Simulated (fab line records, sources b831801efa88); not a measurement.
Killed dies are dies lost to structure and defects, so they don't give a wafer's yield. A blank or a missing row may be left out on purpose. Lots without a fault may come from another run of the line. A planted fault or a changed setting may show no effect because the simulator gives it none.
Chamber matching | flow sfq_line | SFQ_TRILAYER_I2_CMP_CMP_064 on cmp-01: 4 sister chambers
The step polishes SiO2. 15 wafers are shown with their chamber, then 7 later ones without.

WAFERS WITH THEIR CHAMBER
wafer  | chamber | motor_current_A (A) | time_to_endpoint_s (s)
L919.1 | 2       | 10.4                | 209
L919.2 | 1       | 7.5                 | 210
L919.6 | 3       | 10.9                | 209
L922.2 | 1       | 7.3                 | 220
L922.5 | 0       | 12.1                | 217
L922.6 | 1       | 7.6                 | 231
L924.4 | 0       | 12.6                | 218
L924.1 | 2       | 9.9                 | 217
L924.6 | 3       | 10.6                | 216
L925.2 | 2       | 10.6                | 210
L925.3 | 3       | 10.2                | 213
L925.5 | 1       | 7.6                 | 221
L928.2 | 0       | 12.2                | 213
L928.1 | 2       | 10.6                | 212
L928.6 | 0       | 11.9                | 212

SIGNATURES (means of the wafers above)
reading            | chamber 0 | chamber 1 | chamber 2 | chamber 3 | scatter within a chamber
motor_current_A    | 12.200    | 7.500     | 10.375    | 10.567    | 0.285
time_to_endpoint_s | 215.00    | 220.50    | 212.00    | 212.67    | 5.31
Rule: a wafer's distance from a chamber is the root of the sum, over the readings, of the square of ((its reading less the chamber's mean) divided by the reading's scatter). The wafer belongs to the nearest chamber; if the next one is less than 2 further off, it can't be placed. The scatter: the root of (the sum of the squares of (reading less its chamber's mean) over the shown wafers, divided by (wafers less chambers)).

WAFERS WITHOUT THEIR CHAMBER
wafer  | motor_current_A (A) | time_to_endpoint_s (s)
L930.3 | 11.7                | 206
L930.1 | 10.4                | 206
L930.6 | 7.7                 | 221
L932.3 | 7.5                 | 226
L932.5 | 10.3                | 213
L932.6 | 10.2                | 224
L938.2 | 10.2                | 205

WHICH CHAMBER EACH WENT THROUGH
wafer  | from the rows above     | in truth
L930.3 | can't be placed: 0 or 3 | 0
L930.1 | can't be placed: 2 or 3 | 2
L930.6 | 1                       | 1
L932.3 | 1                       | 1
L932.5 | can't be placed: 2 or 3 | 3
L932.6 | can't be placed: 2 or 3 | 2
L938.2 | can't be placed: 2 or 3 | 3
Placed correctly: 2 of 7. Can't be placed from these rows: 5 (the true chamber is among the candidates in 5). Placed wrongly: 0.
